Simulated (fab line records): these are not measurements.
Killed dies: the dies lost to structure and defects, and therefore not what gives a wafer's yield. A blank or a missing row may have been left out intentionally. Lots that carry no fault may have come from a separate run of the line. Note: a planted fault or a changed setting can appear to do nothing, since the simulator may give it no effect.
The tool behind it: which one? | flow sky130 | 12 lots, 36 wafers sampled, at 2 steps of a route of 708

## WHAT THE GAUGES SHOWED, per wafer
SKY_METAL3_CD_MEAS_13 targets a cd of 300 nm.
lot  | measured     | on        | cd-nm (nm)
L189 | day 38 05:02 | cd-sem-02 | 296.6 297.7 298.6
L190 | day 38 21:59 | cd-sem-01 | 300.7 301.0 300.5
L192 | day 39 06:51 | cd-sem-01 | 299.2 298.7 299.1
L194 | day 39 21:52 | cd-sem-02 | 301.0 299.7 300.2
L202 | day 43 04:04 | cd-sem-02 | 300.7 300.1 299.6
L205 | day 43 13:46 | cd-sem-02 | 300.4 300.4 300.0
L206 | day 43 21:35 | cd-sem-01 | 300.0 301.4 301.7
L207 | day 43 23:05 | cd-sem-02 | 301.3 300.5 300.4
L208 | day 44 02:20 | cd-sem-01 | 301.3 300.6 299.4
L210 | day 44 09:28 | cd-sem-02 | 300.8 300.7 300.8
L209 | day 44 12:31 | cd-sem-01 | 298.7 298.7 298.7
L212 | day 44 20:19 | cd-sem-01 | 298.1 302.0 299.1

SKY_METAL3_OVL_MEAS_14.
lot  | measured     | on         | METAL3_OVL (nm)
L189 | day 38 05:08 | overlay-01 | 2 0 6
L190 | day 38 22:05 | overlay-01 | 4 2 3
L192 | day 39 06:58 | overlay-01 | -2 1 -5
L194 | day 39 21:59 | overlay-01 | 5 -1 2
L202 | day 43 04:11 | overlay-02 | 6 -5 0
L205 | day 43 13:53 | overlay-01 | 5 3 3
L206 | day 43 21:41 | overlay-02 | 4 9 7
L207 | day 43 23:10 | overlay-02 | 5 4 1
L208 | day 44 02:26 | overlay-01 | 0 -1 -3
L210 | day 44 09:35 | overlay-01 | 9 7 11
L209 | day 44 12:36 | overlay-02 | -2 3 0
L212 | day 44 20:26 | overlay-01 | -1 3 -5

## WHAT TOOL EACH LOT RAN ON (gives the tool, then ch and the chambers of the sampled wafers, and finally the start)
Before these readings, the record contains no process step.

## AS READ BY THE TOOLS THEMSELVES (means over the sampled wafers that have a number; for cases with no such wafer, the mark the record gives instead)
The record holds no such reading with a usual standard deviation.

## THE ANSWER, worked out from the rows above alone
Rule: the lots themselves supply what counts as usual. The widest of any qualifying gaps counts: lots, ordered by their means at a reading, are off when they make up no more than a third of the lots, leave a main group of 4 or more, and stand apart from it by 3 or more times the standard deviation of that group's means. Not used: any main group whose means are identical at the precision the tables above print for the reading. Also off: a lot with no number at a reading for which 4 or more lots have one. Any other lot the step has rows for is counted as sound. Order of review: gauges by route order, followed by the tools' own readings, for which a lot's mean as printed above is used. At the first step where some lot is off, the reading lying furthest off is the one used; lots without a number count as furthest.
Nothing can be told from this: no lot is off at any reading shown.

## WHAT THE SIMULATOR HAD PUT IN
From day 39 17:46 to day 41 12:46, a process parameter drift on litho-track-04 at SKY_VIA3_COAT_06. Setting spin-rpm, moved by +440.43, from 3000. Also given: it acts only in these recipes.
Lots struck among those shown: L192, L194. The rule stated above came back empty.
